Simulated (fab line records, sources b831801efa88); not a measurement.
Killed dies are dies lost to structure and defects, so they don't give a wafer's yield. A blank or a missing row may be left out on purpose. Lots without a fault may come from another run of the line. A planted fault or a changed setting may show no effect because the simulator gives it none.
Which tool did it? | flow sky130 | 11 lots, 33 wafers sampled, at 3 steps of a route of 708

WHAT THE GAUGES READ, wafer by wafer
SKY_VT_ADJUST_PCH_TW_MEAS_10.
lot  | measured     | on            | VT_ADJUST_PCH_TW
L577 | day 10 15:11 | film_metro-04 | 140.7 140.0 140.5
L580 | day 11 13:20 | film_metro-03 | 142.9 144.1 144.4
L581 | day 11 15:58 | film_metro-02 | 142.7 143.6 143.4
L583 | day 12 15:23 | film_metro-02 | 144.4 143.9 143.5
L585 | day 12 18:40 | film_metro-02 | 143.9 143.6 144.1
L584 | day 12 20:31 | film_metro-02 | 142.9 143.3 143.5
L588 | day 13 18:29 | film_metro-03 | 142.5 142.8 143.8
L589 | day 13 23:01 | film_metro-02 | 143.5 143.8 143.2
L590 | day 14 19:37 | film_metro-02 | 144.6 144.4 144.1
L592 | day 15 02:07 | film_metro-02 | 152.3 152.5 152.0 151.5 151.7 152.0
L593 | day 15 18:49 | film_metro-04 | 148.4 148.9 148.2

WHICH TOOL RAN EACH LOT (tool, then ch and the chambers of the sampled wafers, then the start)
lot  | SKY_NWELL_STRIP_14                  | SKY_VT_ADJUST_PCH_IMPLANT_08
L577 | plasma_asher-04 ch 0,1, day 4 11:58 | implanter-02 ch 0, day 10 14:57
L580 | plasma_asher-01 ch 0,1, day 5 05:09 | implanter-01 ch 0, day 11 13:05
L581 | plasma_asher-02 ch 0,1, day 5 13:31 | implanter-02 ch 0, day 11 15:43
L583 | plasma_asher-04 ch 0,1, day 6 06:33 | implanter-02 ch 0, day 12 15:10
L585 | plasma_asher-01 ch 0,1, day 6 14:03 | implanter-01 ch 0, day 12 18:27
L584 | plasma_asher-01 ch 0, day 6 14:31   | implanter-03 ch 0, day 12 20:16
L588 | plasma_asher-04 ch 0,1, day 7 06:31 | implanter-01 ch 0, day 13 18:15
L589 | plasma_asher-04 ch 0,1, day 7 10:43 | implanter-03 ch 0, day 13 22:46
L590 | plasma_asher-01 ch 0,1, day 7 19:16 | implanter-02 ch 0, day 14 19:22
L592 | plasma_asher-04 ch 0,1, day 8 05:46 | implanter-03 ch 0, day 15 01:52
L593 | plasma_asher-02 ch 0,1, day 8 08:25 | implanter-03 ch 0, day 15 18:35
- SKY_NWELL_STRIP_14: strips in O2/N2.
- SKY_VT_ADJUST_PCH_IMPLANT_08

THE ANSWER, worked out from the rows above alone
Rule: what is usual is taken from the lots themselves. Put in order of their means at a reading, lots are off if they are a third of the lots or fewer, leave a main group of 4 or more, and stand apart from it by a gap of 3 or more times the standard deviation of the main group's means; of several such gaps the widest counts. A main group whose means are all the same, to the digits that the tables above print for the reading, isn't used. A lot without any number at a reading at which 4 lots or more have one is off too. The other lots that the step has rows for count as sound.
Off: L592, L593, at SKY_VT_ADJUST_PCH_TW_MEAS_10 (VT_ADJUST_PCH_TW). The main group: mean 143.3, standard deviation 1.1.
A tool fits if, at a process step before that reading, it ran every lot that is off, and no sound lot after the first of them. The gauges at SKY_VT_ADJUST_PCH_TW_MEAS_10 are tried like those tools. One fits: implanter-03 at SKY_VT_ADJUST_PCH_IMPLANT_08. Its last sound lot is L589 (day 13 22:46), its first lot that is off L592 (day 15 01:52): a fault that began between those two fits.

WHAT THE SIMULATOR HAD PUT IN
Process parameter drift: implanter-03, from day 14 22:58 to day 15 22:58, at SKY_VT_ADJUST_PCH_IMPLANT_08. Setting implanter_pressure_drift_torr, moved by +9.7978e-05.
Process parameter drift: implanter-03, from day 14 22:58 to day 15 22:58, at SKY_VT_ADJUST_PCH_IMPLANT_08. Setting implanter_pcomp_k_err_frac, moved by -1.
Lots struck among those shown: L592, L593. The rule above found the same.
